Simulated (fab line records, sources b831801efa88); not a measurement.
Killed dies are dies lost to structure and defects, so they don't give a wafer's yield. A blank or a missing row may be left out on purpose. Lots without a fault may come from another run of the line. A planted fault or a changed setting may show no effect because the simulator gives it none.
fab line records | flow sky130
record lots=15 wafers=45 last_day=50
route steps=708 shown VT_ADJUST_HVTR@138 SONOS_ONO@183 POLY_GATE@228 LDD_P@260
lots that met no fault: from a run of the same line without faults
start_h: hours from the record's first day to the start of the lot's first wafer shown | wait_h: hours since the lot's step before | " the same as in the row above | L1.1+2: a row that stands for several wafers | - no value, or no start given | * or withheld: withheld | < > ~ a bound
route shown NAME@n: a module of which the file shows steps, and the number in the route of the first | usual: mean/standard deviation of fault-free wafers | same: alike in all rows | chamber/n: place in a boat | sites: the reading at each site | _std_site: their standard deviation | _edge_site: outer sites' mean less inner sites' | radius_mm: how far each site lies from the wafer's centre | mask NAME#n: copy n | behind: the tool/chamber that last shaped the wafer | hold: why the lot was held/for how many hours/how that ended | device: the transistor (n, p or np) that didn't switch | end of line: the same wafers' tests at the end of the route | a step without rows: its recipe alone | killed: dies lost to structure and defects at the first sort, not the wafer's yield | map: a wafer's dies, x killed, . not, _ none there
set.NAME: the setting as run; set.NAME@STEP: as run at that earlier step | model.NAME: the simulator's own value behind a step, which no gauge read
steps of the route over a sample of lots; a table a step, a row a wafer
services: from which hour (start_h, from the record's first day; less than 0 if before it) a tool's chamber was out of use, for how many hours, and why
## steps
# step SKY_VT_ADJUST_HVTR_CD_MEAS_07
# recipe target_cd_nm=380
# usual cd_nm=379.5/2.5
# columns lot.wafer tool chamber start_h wait_h cd_nm
L573.1 cd_sem-02 - 203.62 0.1 380.0
L573.2 " - " " 379.7
L573.3 " - " " 378.7
L574.3 cd_sem-02 - 213.06 0.1 379.2
L574.4 " - " " 379.0
L574.5 " - " " 380.8
L575.1 cd_sem-02 - 220.06 0.1 381.4
L575.2 " - " " 381.8
L575.4 " - " " 381.3
L576.4 cd_sem-01 - 229.48 0.1 381.4
L576.5 " - " " 380.5
L576.6 " - " " 380.7
L581.2 cd_sem-02 - 265.13 0.1 382.3
L581.3 " - " " 381.5
L581.6 " - " " 381.0
L582.1 cd_sem-02 - 268.62 0.1 378.9
L582.4 " - " " 378.8
L582.5 " - " " 384.1
L583.1 cd_sem-01 - 276.62 0.1 383.0
L583.4 " - " " 380.6
L583.6 " - " " 385.9
L589.3 cd_sem-02 - 323.86 0.1 378.5
L589.5 " - " " 378.6
L589.6 " - " " 376.0
L590.2 cd_sem-01 - 332.24 0.1 378.2
L590.4 " - " " 381.7
L590.5 " - " " 379.2
L591.1 cd_sem-01 - 339.97 0.1 376.7
L591.2 " - " " 375.3
L591.4 " - " " 376.5
L592.2 cd_sem-02 - 344.19 0.1 383.9
L592.3 " - " " 383.3
L592.5 " - " " 382.7
L593.1 cd_sem-02 - 354.21 0.1 383.8
L593.2 " - " " 382.4
L593.6 " - " " 383.6
L594.1 cd_sem-02 - 359.02 0.1 376.3
L594.2 " - " " 379.3
L594.3 " - " " 379.1
L595.3 cd_sem-01 - 364.11 0.1 380.5
L595.4 " - " " 378.8
L595.5 " - " " 379.5
L596.3 cd_sem-02 - 375.05 0.1 379.0
L596.4 " - " " 379.0
L596.5 " - " " 378.8
# step SKY_SONOS_ONO_ETCH_15
# recipe target_depth_nm=19.52 chemistry=CHF3/O2 source_w=600 bias_w=200 pressure_mtorr=40 chf3_flow_sccm=50 O2_flow_sccm=5 time_s=7.8
# usual drypump_motor_current_A=5.80/0.22 oes_product_au=1.003/0.0087 throttle_valve_pct=8.826/0.0096
# columns lot.wafer tool chamber start_h wait_h drypump_motor_current_A oes_product_au rf_hours_counter_h throttle_valve_pct
L573.1 rie_diel-03 0 280.12 0.0 5.63 0.984 63 8.824
L573.2 " 2 " " 5.48 1.004 110 8.822
L573.3 " 3 " " 5.84 0.994 5 8.832
L574.3 rie_diel-01 3 291.86 0.0 6.01 1.005 9 8.833
L574.4 " 0 " " 5.94 1.028 17 8.840
L574.5 " 1 " " 5.49 1.012 - 8.828
L575.1 rie_diel-01 1 302.21 0.0 5.46 1.006 34 8.825
L575.2 " 0 " " 5.97 1.024 17 8.842
L575.4 " 3 " " 5.97 1.005 9 8.817
L576.4 rie_diel-04 0 307.66 0.0 5.86 1.001 8 8.812
L576.5 " 1 " " 5.58 0.993 - 8.826
L576.6 " 0 " " 5.85 0.996 - 8.834
L581.2 rie_diel-01 2 351.18 0.0 5.62 1.006 53 8.827
L581.3 " 3 " " 5.97 1.001 10 8.811
L581.6 " 1 " " 5.51 0.998 - 8.828
L582.1 rie_diel-01 0 356.52 0.0 5.93 1.013 18 8.819
L582.4 " 3 " " 5.98 1.007 10 8.825
L582.5 " 3 " " 5.97 1.003 - 8.817
L583.1 rie_diel-01 0 366.28 0.0 5.93 1.019 18 8.843
L583.4 " 2 " " 5.61 1.000 54 8.829
L583.6 " 3 " " 5.93 1.010 - 8.836
L589.3 rie_diel-04 2 414.32 0.0 6.05 1.002 12 8.833
L589.5 " 0 " " 5.89 1.002 - 8.832
L589.6 " 3 " " 6.19 1.005 - 8.834
L590.2 rie_diel-01 2 424.92 0.0 5.59 1.005 55 8.810
L590.4 " 1 " " 5.48 0.998 37 8.828
L590.5 " 0 " " 5.95 1.012 - 8.819
L591.1 rie_diel-01 0 433.72 0.0 5.97 1.010 20 8.833
L591.2 " 2 " " 5.63 1.012 55 8.831
L591.4 " 1 " " 5.50 1.014 37 8.835
L592.2 rie_diel-01 3 437.29 0.0 5.98 1.002 12 8.816
L592.3 " 2 " " 5.61 0.994 55 8.822
L592.5 " 0 " " 5.95 1.002 - 8.818
L593.1 rie_diel-04 1 448.36 0.0 5.60 0.978 89 8.813
L593.2 " 2 " " 6.06 0.994 13 8.814
L593.6 " 1 " " 5.62 0.978 - 8.817
L594.1 rie_diel-04 0 454.52 0.0 5.85 1.004 11 8.819
L594.2 " 3 " " 6.20 0.998 8 8.820
L594.3 " 2 " " 6.02 0.995 14 8.812
L595.3 rie_diel-01 3 459.52 0.0 6.00 0.998 13 8.821
L595.4 " 2 " " 5.61 1.006 55 8.834
L595.5 " 2 " " 5.61 1.012 - 8.831
L596.3 rie_diel-01 3 471.12 0.0 5.97 1.010 13 8.829
L596.4 " 0 " " 5.94 1.012 21 8.837
L596.5 " 2 " " 5.61 1.012 - 8.830
# step SKY_POLY_GATE_OVL_MEAS_14
# usual POLY_GATE_OVL=3/5.8
# columns lot.wafer tool chamber start_h wait_h POLY_GATE_OVL[nm]
L573.1 overlay-01 - 370.54 0.1 2
L573.2 " - " " 0
L573.3 " - " " 7
L574.3 overlay-01 - 384.20 0.1 8
L574.4 " - " " 7
L574.5 " - " " 4
L575.1 overlay-01 - 395.63 0.1 5
L575.2 " - " " 5
L575.4 " - " " 0
L576.4 overlay-01 - 402.16 0.1 -3
L576.5 " - " " -6
L576.6 " - " " -13
L581.2 overlay-02 - 449.49 0.1 -4
L581.3 " - " " 11
L581.6 " - " " -4
L582.1 overlay-02 - 456.49 0.1 17
L582.4 " - " " 5
L582.5 " - " " 14
L583.1 overlay-01 - 465.39 0.1 5
L583.4 " - " " 3
L583.6 " - " " 4
L589.3 overlay-02 - 513.75 0.1 4
L589.5 " - " " 0
L589.6 " - " " -2
L590.2 overlay-02 - 526.58 0.1 4
L590.4 " - " " -1
L590.5 " - " " 4
L591.1 overlay-02 - 533.69 0.1 -4
L591.2 " - " " 3
L591.4 " - " " -6
L592.2 overlay-01 - 536.69 0.1 -8
L592.3 " - " " -3
L592.5 " - " " -3
L593.1 overlay-01 - 546.12 0.1 1
L593.2 " - " " 10
L593.6 " - " " 7
L594.1 overlay-01 - 551.99 0.1 7
L594.2 " - " " 1
L594.3 " - " " 7
L595.3 overlay-01 - 557.94 0.1 -3
L595.4 " - " " -8
L595.5 " - " " -2
L596.3 overlay-02 - 571.14 0.1 7
L596.4 " - " " 9
L596.5 " - " " 11
# step SKY_LDD_P_PEB_05
# recipe temp_c=withheld time_s=* resist=NOVOLAK
# usual chill_plate_temp_C=* exhaust_pa=45.1/0.9
# columns lot.wafer tool chamber start_h wait_h chill_plate_temp_C exhaust_pa
L573.1 litho_track-04 0 433.56 - * 46.3
L573.2 " 0 " " * 46.3
L573.3 " 0 " " * 46.2
L574.3 litho_track-02 0 448.77 - * 44.0
L574.4 " 0 " " * 44.4
L574.5 " 0 " " * 44.4
L575.1 litho_track-02 0 459.77 - * 45.3
L575.2 " 0 " " * 44.0
L575.4 " 0 " " * 44.1
L576.4 litho_track-01 0 466.39 - * 46.1
L576.5 " 0 " " * 45.0
L576.6 " 0 " " * 45.5
L581.2 litho_track-02 - 513.99 - - -
L581.3 " - " " - -
L581.6 " - " " - -
L582.1 litho_track-01 - 519.82 - - -
L582.4 " - " " - -
L582.5 " - " " - -
L583.1 litho_track-02 - 531.02 - - -
L583.4 " - " " - -
L583.6 " - " " - -
L589.3 litho_track-04 0 580.71 - * 46.3
L589.5 " 0 " " * 45.4
L589.6 " 0 " " * 46.6
L590.2 litho_track-02 0 587.04 - * 47.5
L590.4 " 0 " " * 47.4
L590.5 " 0 " " * 46.6
L591.1 litho_track-02 0 593.27 - * 44.2
L591.2 " 0 " " * 44.7
L591.4 " 0 " " * 44.7
L592.2 litho_track-02 0 598.29 - * 45.0
L592.3 " 0 " " * 43.4
L592.5 " 0 " " * 44.3
L593.1 litho_track-02 0 607.27 - * 44.0
L593.2 " 0 " " * 43.9
L593.6 " 0 " " * 44.1
L594.1 litho_track-04 0 614.86 - * 46.1
L594.2 " 0 " " * 44.4
L594.3 " 0 " " * 44.9
L595.3 litho_track-04 0 620.11 - * 45.1
L595.4 " 0 " " * 46.4
L595.5 " 0 " " * 45.9
L596.3 litho_track-04 0 632.46 - * 45.3
L596.4 " 0 " " * 43.8
L596.5 " 0 " " * 44.4
## services
# columns tool chamber start_h hours kind
rie_diel-03 0 268.92 7.4 repair
rie_diel-01 0 281.57 2.3 repair
rie_diel-03 3 282.89 19.0 repair
rie_diel-01 2 320.89 7.3 repair
rie_diel-04 - 331.79 0.2 repair
rie_diel-03 0 333.01 12.0 repair
rie_diel-03 - 339.80 1.3 repair
rie_diel-04 2 341.63 2.1 repair
rie_diel-04 - 357.03 0.1 repair
rie_diel-04 2 374.29 35.1 repair
rie_diel-03 - 431.50 4.3 pm
rie_diel-04 0 436.42 13.1 repair
rie_diel-01 0 459.92 3.1 repair
rie_diel-04 - 466.20 4.3 pm
rie_diel-04 - 470.53 4.0 pm
rie_diel-04 0 483.98 12.5 repair
rie_diel-01 - 497.04 0.1 repair
rie_diel-04 3 499.47 7.8 repair
rie_diel-04 - 503.53 15.6 pm
rie_diel-03 - 520.99 1.1 repair
rie_diel-01 1 538.04 10.7 repair
rie_diel-04 0 570.59 6.4 repair
rie_diel-01 0 581.58 3.8 repair
rie_diel-04 - 610.31 14.6 pm
## key
first_sign step=SKY_LDD_P_PEB_05 reading=tool_record direction=missing
effect none on later readings
met_at SKY_LDD_P_PEB_05
struck_lots L581,L582,L583
sort_left_out L581.2,L581.3,L581.6,L582.1,L582.4,L582.5,L583.1,L583.4,L583.6
tester_left_out L581,L582,L583
not_acting_at SKY_VT_ADJUST_HVTR_CD_MEAS_07,SKY_SONOS_ONO_ETCH_15,SKY_POLY_GATE_OVL_MEAS_14
onset_between 466.39 513.99
fault kind=skipped_step_whole tool=litho_track-01,litho_track-02 chamber=- onset_h=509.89 steps=SKY_LDD_P_PEB_05 scope=struck_lots_only
# tester_left_out: of these lots the tester's yield and bins aren't shown, on N5 and GAA mostly nor the transistor test; their killed dies are dies lost to structure and defects alone, not to doping, threshold or leakage, so they don't give the yield
# sort_left_out: the simulated sort isn't trusted on such a fault, so these wafers' sort isn't shown, and their yield isn't known
